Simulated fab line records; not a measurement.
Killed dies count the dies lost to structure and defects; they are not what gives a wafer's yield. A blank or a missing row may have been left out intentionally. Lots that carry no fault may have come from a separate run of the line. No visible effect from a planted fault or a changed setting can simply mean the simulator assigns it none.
The tool behind it: which one? / flow gf180mcu / 13 lots, 39 wafers sampled, at 4 steps of a route of 602

## WHAT THE GAUGES SHOWED, per wafer
GF_HV_LDD_CD_MEAS_19: the cd target is 400 nm. Usual: cd-nm reads 399.9 nm (standard deviation 2.8).
lot=L365; measured=day 10 17:56; on=cd-sem-01; cd-nm (nm)=400.9 399.5 400.6; flag=
lot=L367; measured=day 11 10:31; on=cd-sem-02; cd-nm (nm)=399.6 397.8 398.3; flag=
lot=L368; measured=day 11 13:05; on=cd-sem-02; cd-nm (nm)=393.9 396.0 397.8; flag=
lot=L378; measured=day 14 20:29; on=cd-sem-02; cd-nm (nm)=404.5 404.0 403.3; flag=
lot=L379; measured=day 15 11:58; on=cd-sem-02; cd-nm (nm)=401.3 400.5 399.9; flag=
lot=L380; measured=day 15 09:02; on=cd-sem-01; cd-nm (nm)=398.1 400.9 397.9; flag=
lot=L382; measured=day 16 07:58; on=cd-sem-01; cd-nm (nm)=401.7 400.9 398.8; flag=
lot=L383; measured=day 16 11:13; on=cd-sem-01; cd-nm (nm)=399.1 402.1 399.4; flag=
lot=L384; measured=day 16 17:03; on=cd-sem-02; cd-nm (nm)=398.0 397.8 397.8; flag=
lot=L385; measured=day 17 02:28; on=cd-sem-01; cd-nm (nm)=401.6 403.0 401.9; flag=
lot=L386; measured=day 17 09:13; on=cd-sem-01; cd-nm (nm)=404.3 404.6 405.5; flag=
lot=L388; measured=day 17 22:16; on=cd-sem-02; cd-nm (nm)=403.6 403.6 403.8; flag=

GF_CONTACT_CD_MEAS_14: the cd target is 220 nm. Usual: cd-nm reads 220.0 nm (standard deviation 1.4).
lot=L365; measured=day 16 01:19; on=cd-sem-02; cd-nm (nm)=222.6 221.6 221.5; flag=
lot=L367; measured=day 16 20:17; on=cd-sem-02; cd-nm (nm)=220.1 220.7 218.8; flag=
lot=L368; measured=day 17 01:53; on=cd-sem-02; cd-nm (nm)=221.4 222.7 219.5; flag=
lot=L378; measured=day 20 23:07; on=cd-sem-01; cd-nm (nm)=220.4 221.5 221.7; flag=
lot=L379; measured=day 21 16:12; on=cd-sem-02; cd-nm (nm)=219.5 219.3 218.9; flag=
lot=L380; measured=day 21 12:03; on=cd-sem-01; cd-nm (nm)=219.2 219.8 218.5; flag=
lot=L382; measured=day 22 12:23; on=cd-sem-02; cd-nm (nm)=220.0 219.9 220.7; flag=
lot=L383; measured=day 22 22:02; on=cd-sem-01; cd-nm (nm)=220.2 220.3 219.6; flag=
lot=L384; measured=day 22 22:12; on=cd-sem-01; cd-nm (nm)=219.5 220.0 220.1; flag=
lot=L385; measured=day 23 08:05; on=cd-sem-02; cd-nm (nm)=220.4 221.6 220.8; flag=
lot=L386; measured=day 23 14:02; on=cd-sem-02; cd-nm (nm)=220.0 219.6 220.1; flag=
lot=L388; measured=day 24 02:07; on=cd-sem-01; cd-nm (nm)=219.4 219.6 218.9; flag=

GF_M1_THK_MEAS_06: measures by xrf. Usual: M1_ALCU_THK 460 nm, standard deviation 5.9.
lot=L365; measured=day 16 02:58; on=film-metro-04; M1_ALCU_THK (nm)=466 463 463; flag=
lot=L367; measured=day 16 21:56; on=film-metro-04; M1_ALCU_THK (nm)=456 463 463; flag=
lot=L368; measured=day 17 03:40; on=film-metro-04; M1_ALCU_THK (nm)=461 460 462; flag=
lot=L378; measured=day 21 00:46; on=film-metro-04; M1_ALCU_THK (nm)=459 459 465; flag=
lot=L379; measured=day 21 17:50; on=film-metro-01; M1_ALCU_THK (nm)=461 468 462; flag=
lot=L380; measured=day 21 13:41; on=film-metro-01; M1_ALCU_THK (nm)=460 454 465; flag=
lot=L382; measured=day 22 14:16; on=film-metro-03; M1_ALCU_THK (nm)=458 459 465; flag=
lot=L383; measured=day 22 23:41; on=film-metro-04; M1_ALCU_THK (nm)=477 468 474; flag=
lot=L384; measured=day 22 23:51; on=film-metro-03; M1_ALCU_THK (nm)=461 467 464; flag=
lot=L385; measured=day 23 09:49; on=film-metro-03; M1_ALCU_THK (nm)=453 451 451; flag=
lot=L386; measured=day 23 15:40; on=film-metro-04; M1_ALCU_THK (nm)=465 461 458; flag=
lot=L388; measured=day 24 03:46; on=film-metro-04; M1_ALCU_THK (nm)=463 468 468; flag=

## TOOL THAT RAN EACH LOT (tool first, then ch and the chambers of the sampled wafers, then the start)
lot=L365; GF_DUAL_GATE_STRIP_13=plasma-asher-03 ch 0,1, day 8 08:26
lot=L367; GF_DUAL_GATE_STRIP_13=plasma-asher-03 ch 0,1, day 8 22:50
lot=L368; GF_DUAL_GATE_STRIP_13=plasma-asher-01 ch 0,1, day 9 01:16
lot=L370; GF_DUAL_GATE_STRIP_13=plasma-asher-03 ch 0,1, day 9 18:03
lot=L378; GF_DUAL_GATE_STRIP_13=plasma-asher-04 ch 0,1, day 12 02:52
lot=L379; GF_DUAL_GATE_STRIP_13=plasma-asher-04 ch 0,1, day 12 13:37
lot=L380; GF_DUAL_GATE_STRIP_13=plasma-asher-04 ch 0, day 12 14:56
lot=L382; GF_DUAL_GATE_STRIP_13=plasma-asher-03 ch 0,1, day 13 10:09
lot=L383; GF_DUAL_GATE_STRIP_13=plasma-asher-01 ch 0,1, day 13 11:42
lot=L384; GF_DUAL_GATE_STRIP_13=plasma-asher-03 ch 0,1, day 13 18:01
lot=L385; GF_DUAL_GATE_STRIP_13=plasma-asher-03 ch 0,1, day 14 03:48
lot=L386; GF_DUAL_GATE_STRIP_13=plasma-asher-03 ch 1, day 14 09:09
lot=L388; GF_DUAL_GATE_STRIP_13=plasma-asher-01 ch 0,1, day 14 21:55
- GF_DUAL_GATE_STRIP_13: strips in O2/N2.

## WHAT THE TOOLS THEMSELVES READ (means of the sampled wafers that have a number; where no wafer has one, the mark that the record gives instead)
GF_DUAL_GATE_STRIP_13. Usual: drypump-motor-current-A 5.9 A, standard deviation 0.43; heater-power-w 354 W, standard deviation 46; oes-product-au 0.716 a.u., standard deviation 0.0044; strip-time-to-endpoint-s 12.62 s, standard deviation 0.033.
lot=L365; tool=plasma-asher-03; drypump-motor-current-A (A)=6.1; heater-power-w (W)=341; oes-product-au (a.u.)=0.716; strip-time-to-endpoint-s (s)=12.64; flag=
lot=L367; tool=plasma-asher-03; drypump-motor-current-A (A)=6.1; heater-power-w (W)=332; oes-product-au (a.u.)=0.721; strip-time-to-endpoint-s (s)=12.63; flag=
lot=L368; tool=plasma-asher-01; drypump-motor-current-A (A)=6.2; heater-power-w (W)=373; oes-product-au (a.u.)=0.716; strip-time-to-endpoint-s (s)=12.62; flag=
lot=L370; tool=plasma-asher-03; drypump-motor-current-A (A)=5.9; heater-power-w (W)=323; oes-product-au (a.u.)=0.946; strip-time-to-endpoint-s (s)=-; flag=OFF
lot=L378; tool=plasma-asher-04; drypump-motor-current-A (A)=5.4; heater-power-w (W)=408; oes-product-au (a.u.)=0.715; strip-time-to-endpoint-s (s)=12.64; flag=
lot=L379; tool=plasma-asher-04; drypump-motor-current-A (A)=5.4; heater-power-w (W)=406; oes-product-au (a.u.)=0.713; strip-time-to-endpoint-s (s)=12.62; flag=
lot=L380; tool=plasma-asher-04; drypump-motor-current-A (A)=5.2; heater-power-w (W)=414; oes-product-au (a.u.)=0.716; strip-time-to-endpoint-s (s)=12.62; flag=
lot=L382; tool=plasma-asher-03; drypump-motor-current-A (A)=6.1; heater-power-w (W)=339; oes-product-au (a.u.)=0.718; strip-time-to-endpoint-s (s)=12.62; flag=
lot=L383; tool=plasma-asher-01; drypump-motor-current-A (A)=6.2; heater-power-w (W)=337; oes-product-au (a.u.)=0.716; strip-time-to-endpoint-s (s)=12.69; flag=
lot=L384; tool=plasma-asher-03; drypump-motor-current-A (A)=5.9; heater-power-w (W)=324; oes-product-au (a.u.)=0.719; strip-time-to-endpoint-s (s)=12.62; flag=
lot=L385; tool=plasma-asher-03; drypump-motor-current-A (A)=5.9; heater-power-w (W)=321; oes-product-au (a.u.)=0.715; strip-time-to-endpoint-s (s)=12.59; flag=
lot=L386; tool=plasma-asher-03; drypump-motor-current-A (A)=5.6; heater-power-w (W)=307; oes-product-au (a.u.)=0.720; strip-time-to-endpoint-s (s)=12.65; flag=
lot=L388; tool=plasma-asher-01; drypump-motor-current-A (A)=6.2; heater-power-w (W)=379; oes-product-au (a.u.)=0.717; strip-time-to-endpoint-s (s)=12.60; flag=

## THE ANSWER, worked out from the rows above alone
Rule: take the mean of a lot's wafers that have a number; if it is more than 3 standard deviations from the usual mean, the lot is off. Also off: a lot with no number at a reading for which 4 or more lots have one. Where the step has rows for the other lots, those lots are counted as sound. After the gauges, taken in route order, come the tools' own readings; for these a lot's mean is taken, as printed above. At the first step where some lot is off, the reading lying furthest off is the one used; lots without a number count as furthest.
Off: L370, at GF_DUAL_GATE_STRIP_13 (strip-time-to-endpoint-s). Without a number there: L370.
A tool fits if, at that step or a process step before it, it ran every lot that is off, and no sound lot after the first of them. No candidate that was tried fits.

## WHAT THE SIMULATOR PUT IN
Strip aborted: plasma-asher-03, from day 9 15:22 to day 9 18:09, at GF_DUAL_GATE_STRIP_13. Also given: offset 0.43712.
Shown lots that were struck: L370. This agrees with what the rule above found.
